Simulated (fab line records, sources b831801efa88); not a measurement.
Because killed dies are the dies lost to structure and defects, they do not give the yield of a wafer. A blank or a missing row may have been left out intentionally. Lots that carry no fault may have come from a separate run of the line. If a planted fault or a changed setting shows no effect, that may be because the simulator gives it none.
Which tool is to blame? | flow sky130 | Sampling: 7 lots, 21 wafers, 2 of 708 route steps

WHAT THE GAUGES SHOWED, per wafer
SKY_CAPM_THK_MEAS_01.
lot  | measured     | on            | CAPM_CVD_00_THK (nm)
L174 | day 37 04:37 | film-metro-01 | 15.47 15.94 15.60
L177 | day 38 04:24 | film-metro-01 | 15.32 14.89 15.66
L179 | day 38 11:29 | film-metro-02 | 15.28 15.04 15.25
L182 | day 39 07:36 | film-metro-01 | 15.43 15.41 15.35
L188 | day 41 16:18 | film-metro-01 | 15.56 15.34 15.52
L193 | day 42 16:47 | film-metro-01 | 15.22 15.59 15.74
L195 | day 43 05:37 | film-metro-01 | 15.10 15.32 15.65

WHICH TOOL RAN EACH LOT (tool, then ch and the chambers of the sampled wafers, then the start)
lot  | SKY_METAL3_SPUTTER_01
L174 | pvd-sputter-04, day 37 04:28
L177 | pvd-sputter-03, day 38 04:14
L179 | pvd-sputter-03, day 38 11:19
L182 | pvd-sputter-03, day 39 07:27
L188 | pvd-sputter-01, day 41 16:08
L193 | pvd-sputter-04, day 42 16:38
L195 | pvd-sputter-04, day 43 05:27
- SKY_METAL3_SPUTTER_01: material TiN, target thk 20 nm, time 16.7 s.

THE ANSWER, worked out from the rows above alone
Rule: the usual values come from the lots themselves. The widest of any qualifying gaps counts: lots, ordered by their means at a reading, are off when they make up no more than a third of the lots, leave a main group of 4 or more, and stand apart from it by 3 or more times the standard deviation of that group's means. A main group is skipped when, at the precision printed for the reading in the tables above, its means are all equal. A lot without any number at a reading at which 4 lots or more have one is off too. The other lots that the step has rows for count as sound.
Across all readings shown, no lot is off: no conclusion can be drawn from this.

WHAT THE SIMULATOR HAD PUT IN
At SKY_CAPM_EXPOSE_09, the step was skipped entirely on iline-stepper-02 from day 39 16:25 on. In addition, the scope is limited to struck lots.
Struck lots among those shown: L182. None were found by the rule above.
